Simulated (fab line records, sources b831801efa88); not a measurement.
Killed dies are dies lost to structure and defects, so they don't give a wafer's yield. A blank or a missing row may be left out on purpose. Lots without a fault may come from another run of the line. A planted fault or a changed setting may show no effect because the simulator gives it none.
Split-lot experiment | flow sky130 | 5 lots, 23 wafers read, on a route of 708 steps

THE SPLIT
At SKY_LI_CONTACT_CVD_21 (deposits W, target thk 400 nm, time 120.56 s), the setting temp_c was moved away from the recipe's 400 C on 8 of the 23 wafers read, by -1.7% to +2.6%. The other wafers ran this setting at the recipe's value.

FROM THE SPLIT TO THE READING: what the file shows between them, 1 step
- SKY_LI_CONTACT_RS_MEAS_22: measures by four-point-probe

THE READING
LI_CONTACT_W_THK, in nm, at SKY_LI_CONTACT_THK_MEAS_23 (measures by xrf). Fault-free wafers of this fab line usually give 387 nm, standard deviation 5.7 nm.

wafer  | tool, chamber at the split | temp_c as run, C | against the recipe | LI_CONTACT_W_THK, nm | against lot-mates on the recipe
L074.2 | cvd_w-01, 0                | 410.2            | +2.6%              | 457                  | +77
L074.3 | cvd_w-01, 1                | 410.2            | +2.6%              | 449                  | +69
L074.4 | cvd_w-01, 0                | 400              | recipe             | 378                  | -
L074.5 | cvd_w-01, 0                | 400              | recipe             | 382                  | -
L074.6 | cvd_w-01, 1                | 410.2            | +2.6%              | 455                  | +75
L078.1 | cvd_w-02, 0                | 400              | recipe             | 389                  | -
L078.3 | cvd_w-02, 1                | 400              | recipe             | 395                  | -
L078.4 | cvd_w-02, 0                | 400              | recipe             | 385                  | -
L080.1 | cvd_w-02, 0                | 393              | -1.7%              | 334                  | -48
L080.3 | cvd_w-02, 0                | 400              | recipe             | 381                  | -
L080.4 | cvd_w-02, 1                | 400              | recipe             | 382                  | -
L080.5 | cvd_w-02, 1                | 393              | -1.7%              | 335                  | -47
L080.6 | cvd_w-02, 0                | 400              | recipe             | 384                  | -
L083.1 | cvd_w-01, 1                | 400              | recipe             | 391                  | -
L083.2 | cvd_w-01, 0                | 400              | recipe             | 393                  | -
L083.3 | cvd_w-01, 0                | 410              | +2.5%              | 460                  | +68
L083.4 | cvd_w-01, 1                | 410              | +2.5%              | 461                  | +69
L083.6 | cvd_w-01, 0                | 410              | +2.5%              | 468                  | +76
L082.1 | cvd_w-02, 0                | 400              | recipe             | 386                  | -
L082.2 | cvd_w-02, 1                | 400              | recipe             | 390                  | -
L082.3 | cvd_w-02, 0                | 400              | recipe             | 386                  | -
L082.4 | cvd_w-02, 1                | 400              | recipe             | 379                  | -
L082.6 | cvd_w-02, 0                | 400              | recipe             | 384                  | -

THE FIT
A straight line over all 23 wafers: LI_CONTACT_W_THK changes by +28.9 nm for each +1% of temp_c; r = +0.99; the points scatter about the line by 5.4 nm.
The same after taking each lot's own level away (the mean of its wafers on the recipe; 23 wafers): +28.4 nm for each +1%; r = +1.00; scatter 3.2 nm.
On that fit, the largest move of temp_c shifts the reading by 72 nm.
The lots' own levels span 380.0 to 392.0 nm, that is 2.1 times the standard deviation above.
So the lot-to-lot level changes the slope little: the two slopes agree.
Check: with one of the wafers moved furthest among these (+2.6%) left out of the fit, the line predicts +71.9 nm for it against its lot-mates. It came out at +77 nm against them.

OTHER SPLITS ON THESE WAFERS
These wafers also went through other splits before the reading. Each is held against what the fit with the lots' levels taken away leaves over:
other split on the same wafers | wafers away from the commonest value | r with LI_CONTACT_W_THK (lot level and that fit taken away)
SKY_SD_N_COAT_02 resist_thk_nm | 7                                    | +0.06
SKY_SD_N_STRIP_11 power_w      | 9                                    | +0.04

THE WHOLE CHAIN: every reading that the file lists as answering this split, in the file's order
step                       | what it does                                               | reading                                                                        | change (the file's fit)              | r (the file's)
SKY_LI_CONTACT_CVD_21      | deposits W, target thk 400 nm, time 120.56 s               | W_of_LI_CONTACT_CVD_21.thk_nm (the simulator's own value, which no gauge read) | +30 nm for each +1% of the setting   | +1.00
SKY_LI_CONTACT_RS_MEAS_22  | measures by four-point-probe                               | LI_CONTACT_W_RS                                                                | -0.0194 for each +1% of the setting  | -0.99
SKY_LI_CONTACT_THK_MEAS_23 | measures by xrf                                            | LI_CONTACT_W_THK                                                               | +28.4 for each +1% of the setting    | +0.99
SKY_LI_CONTACT_CMP_24      | polishes, stops on PSG, t overpolish 20 s, target thk 0 nm | time_to_endpoint_s                                                             | withheld for each +1% of the setting | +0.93

THE FILE'S OWN FIT
LI_CONTACT_W_THK changes by +28.4 nm for each +1% of temp_c, r = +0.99.
